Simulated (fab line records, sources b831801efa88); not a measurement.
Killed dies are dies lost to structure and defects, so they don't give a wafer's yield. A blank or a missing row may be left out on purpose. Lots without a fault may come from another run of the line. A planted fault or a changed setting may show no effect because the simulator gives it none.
Chamber matching | flow sky130 | SKY_VIA2_ETCH_14 on rie_diel-02: 4 sister chambers
The step etches BARC in N2/H2, stops on SiO2, time 45.9 s, target depth 60 nm. 8 wafers are shown with their chamber, then 12 later ones without.

WAFERS WITH THEIR CHAMBER
wafer  | chamber | drypump_motor_current_A (A) | oes_product_au (a.u.)
L081.5 | 2       | 5.4                         | 0.856
L083.3 | 2       | 5.3                         | 0.843
L086.1 | 3       | 5.7                         | 0.856
L086.3 | 1       | 6.5                         | 0.855
L086.5 | 0       | 5.8                         | 0.846
L087.1 | 0       | 5.8                         | 0.857
L087.2 | 3       | 5.8                         | 0.857
L087.3 | 1       | 6.5                         | 0.857

WAFERS WITHOUT THEIR CHAMBER
wafer  | drypump_motor_current_A (A) | oes_product_au (a.u.)
L087.4 | 5.3                         | 0.861
L087.5 | 5.8                         | 0.858
L087.6 | 5.8                         | 0.857
L088.2 | 5.3                         | 0.854
L088.3 | 6.5                         | 0.852
L088.6 | 5.7                         | 0.857
L090.1 | 5.8                         | 0.855
L090.2 | 5.7                         | 0.862
L090.6 | 5.7                         | 0.867
L097.2 | 5.3                         | 0.855
L097.3 | 6.5                         | 0.853
L097.6 | 5.3                         | 0.853

WHICH CHAMBER EACH WENT THROUGH
wafer  | from the rows above     | in truth
L087.4 | 2                       | 2
L087.5 | can't be placed: 3 or 0 | 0
L087.6 | can't be placed: 0 or 3 | 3
L088.2 | 2                       | 2
L088.3 | 1                       | 1
L088.6 | can't be placed: 3 or 0 | 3
L090.1 | can't be placed: 0 or 3 | 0
L090.2 | can't be placed: 3 or 0 | 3
L090.6 | can't be placed: 3 or 0 | 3
L097.2 | 2                       | 2
L097.3 | 1                       | 1
L097.6 | 2                       | 2
Placed correctly: 6 of 12. Can't be placed from these rows: 6 (the true chamber is among the candidates in 6). Placed wrongly: 0.
How it was worked out, from the rows above alone: a wafer's distance from a chamber is the root of the sum, over the readings, of the square of ((its reading less the chamber's mean) divided by the reading's scatter). The wafer belongs to the nearest chamber; if the next one is less than 2 further off, it can't be placed. A chamber's mean is the mean of its shown wafers. The scatter: the root of (the sum of the squares of (reading less its chamber's mean) over the shown wafers, divided by (wafers less chambers)).
